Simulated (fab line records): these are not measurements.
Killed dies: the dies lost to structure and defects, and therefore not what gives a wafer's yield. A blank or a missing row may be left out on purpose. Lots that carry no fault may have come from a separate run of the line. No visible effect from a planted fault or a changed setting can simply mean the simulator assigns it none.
8D (eight disciplines) problem report, filled in by code	flow sky130	the parts of the form that need people (team, actions taken, sign-off) are left out

1. WHAT WENT WRONG
Wafers without a fault read 0.3, standard deviation 0.53; killed_at_other at SKY_PAD_OPEN_PROBE_99 reads a mean of 50.5 on 6 wafers belonging to 2 lots. Relative to the usual mean, that is a shift of +95 standard deviations.
First seen on wafer L676.2, day 50 10:27, on prober-01. Wafers with a number at this step in the record: 6, from 2 lots. Rule for "out", or "out of limits": more than 4 standard deviations from the usual mean. The other wafers with a number count as sound.

2. WHAT IT IS AND WHAT IT IS NOT
question	is	is not
which readings at this step	killed_at_other	killed_open, killed_short
which lots	L676, L677	-
which wafers of those lots	all that have a number	-
read on which tools	prober-01, prober-02	-
when	from day 50 10:27	up to then (0 sound wafers)

3. WHAT RULES OUT EACH SUSPECT
Counting: a tool at a process step up to the reading stays a suspect if it ran every lot that is out and no sound lot after the first of them.
- cmp-02 at SKY_VIA2_CMP_24 (polishes, stops on SiO2, t overpolish 20 s, target thk 0 nm): kept. It ran every lot that is out, first L676 (day 42 10:32), and no sound lot after that.
- rie_metal-04 at SKY_METAL5_DESCUM_14 (chemistry O2, time 11 s): kept. It ran every lot that is out, first L676 (day 48 20:49), and no sound lot after that.
- pecvd-04 at SKY_PASSIVATION_CVD_00 (deposits SiO2, target thk 90 nm): kept. It ran every lot that is out, first L676 (day 48 21:44), and no sound lot after that.
Left after counting: cmp-02 at SKY_VIA2_CMP_24, rie_metal-04 at SKY_METAL5_DESCUM_14, pecvd-04 at SKY_PASSIVATION_CVD_00.

4. THE CAUSE (what the simulator had put in)
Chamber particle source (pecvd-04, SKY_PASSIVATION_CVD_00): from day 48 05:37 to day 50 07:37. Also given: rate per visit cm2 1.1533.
After counting, 3 suspects remain, this tool included.

5. THE EFFECT CHAIN, in route order
One row per reading whose mean, taken over the struck wafers that have a number, lies over 3 standard deviations from the usual. Only readings whose record carries a usual standard deviation are examined. hours: median over the lots of the time between each lot's start at the first step of this table that gives one and its start at this step. sigmas: the change, counted in usual standard deviations.
hours	step	reading	usual	on struck wafers	change	sigmas
0	SKY_PAD_OPEN_PROBE_99	defect_limited_yield	82.8 %	73.2	-9.6	-5.3
0	SKY_PAD_OPEN_PROBE_99	killed_at_other	0.3	50.5	+50.2	+95
0	SKY_PAD_OPEN_PROBE_99	killed_dies	85	132	+47	+5.3
0	SKY_PAD_OPEN_PROBE_99	sort_bin_3_pad_short	0.8 %	3.4	+2.6	+6.3
0	SKY_PAD_OPEN_PROBE_99	sort_bin_5_function	10.4 %	16.4	+6.0	+4.0
0	SKY_PAD_OPEN_PROBE_99	sort_n_pass	407	360	-47	-5.3
0	SKY_PAD_OPEN_PROBE_99	sort_yield_pct	82.8 %	73.2	-9.6	-5.3
Its process steps:
- SKY_PAD_OPEN_PROBE_99

6. HOW IT WOULD HAVE BEEN CAUGHT EARLIER
In this record the first reading out of limits was taken at day 50 10:27, 53 hours after the fault began at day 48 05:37.
Of the tool readings at SKY_PASSIVATION_CVD_00 for which the record gives a usual standard deviation, none was out on any struck wafer, so an alarm limit of 4 standard deviations on them would not have fired.
All the lots that are out (2) had begun SKY_PASSIVATION_CVD_00 on pecvd-04 by day 50 10:27. Had the tool been put on hold then, not one of them would have been saved.
